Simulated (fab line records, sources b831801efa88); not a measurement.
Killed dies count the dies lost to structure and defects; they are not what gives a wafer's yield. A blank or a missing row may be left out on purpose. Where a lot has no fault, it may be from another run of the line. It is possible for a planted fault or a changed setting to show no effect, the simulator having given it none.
Matching of chambers / flow sky130 / SKY_CONTACT_CMP_27 on cmp-02 has 4 sister chambers
The step polishes, stops on SiO2, t overpolish 15 s, target thk 0 nm. 8 wafers are shown with their chamber, then 12 later ones without.

== WAFERS WITH THEIR CHAMBER ==
wafer=L088.3; chamber=3; motor-current-A (A)=9.8; slurry-flow-ml-min=149.2
wafer=L090.2; chamber=3; motor-current-A (A)=10.5; slurry-flow-ml-min=150.4
wafer=L091.5; chamber=2; motor-current-A (A)=11.6; slurry-flow-ml-min=150.2
wafer=L092.3; chamber=0; motor-current-A (A)=11.1; slurry-flow-ml-min=150.9
wafer=L092.6; chamber=0; motor-current-A (A)=11.6; slurry-flow-ml-min=150.5
wafer=L093.3; chamber=2; motor-current-A (A)=11.1; slurry-flow-ml-min=150.3
wafer=L093.4; chamber=1; motor-current-A (A)=8.5; slurry-flow-ml-min=151.0
wafer=L093.5; chamber=1; motor-current-A (A)=8.2; slurry-flow-ml-min=150.2

== WAFERS WITHOUT THEIR CHAMBER ==
wafer=L094.2; motor-current-A (A)=11.5; slurry-flow-ml-min=150.4
wafer=L094.3; motor-current-A (A)=11.0; slurry-flow-ml-min=151.0
wafer=L094.6; motor-current-A (A)=10.4; slurry-flow-ml-min=150.5
wafer=L095.2; motor-current-A (A)=8.2; slurry-flow-ml-min=150.1
wafer=L095.3; motor-current-A (A)=10.0; slurry-flow-ml-min=149.9
wafer=L095.6; motor-current-A (A)=11.6; slurry-flow-ml-min=150.0
wafer=L096.4; motor-current-A (A)=10.0; slurry-flow-ml-min=150.1
wafer=L096.5; motor-current-A (A)=10.0; slurry-flow-ml-min=149.2
wafer=L096.6; motor-current-A (A)=11.5; slurry-flow-ml-min=150.4
wafer=L097.1; motor-current-A (A)=8.4; slurry-flow-ml-min=149.6
wafer=L097.3; motor-current-A (A)=11.3; slurry-flow-ml-min=149.0
wafer=L097.4; motor-current-A (A)=9.9; slurry-flow-ml-min=149.6

== EACH ONE'S CHAMBER ==
wafer=L094.2; from the rows above=can't be placed: 2 or 0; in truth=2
wafer=L094.3; from the rows above=can't be placed: 0 or 2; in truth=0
wafer=L094.6; from the rows above=can't be placed: 3 or 0 or 2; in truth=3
wafer=L095.2; from the rows above=1; in truth=1
wafer=L095.3; from the rows above=3; in truth=3
wafer=L095.6; from the rows above=can't be placed: 2 or 0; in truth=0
wafer=L096.4; from the rows above=3; in truth=3
wafer=L096.5; from the rows above=3; in truth=3
wafer=L096.6; from the rows above=can't be placed: 2 or 0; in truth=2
wafer=L097.1; from the rows above=1; in truth=1
wafer=L097.3; from the rows above=can't be placed: 2 or 0 or 3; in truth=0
wafer=L097.4; from the rows above=3; in truth=3
Correct placement for 6 of the 12. Unplaceable from these rows: 6, with the true chamber sitting among the candidates in 6. Number placed wrongly: 0.
How it was worked out, from the rows above alone: a wafer's distance from a chamber is the root of the sum, over the readings, of the square of ((its reading less the chamber's mean) divided by the reading's scatter). The wafer belongs to the nearest chamber; if the next one is less than 2 further off, it can't be placed. A chamber's mean is the mean of its shown wafers. The scatter: take each reading less its chamber's mean, square it, sum over the shown wafers, divide by the number of wafers less the number of chambers, and take the root.
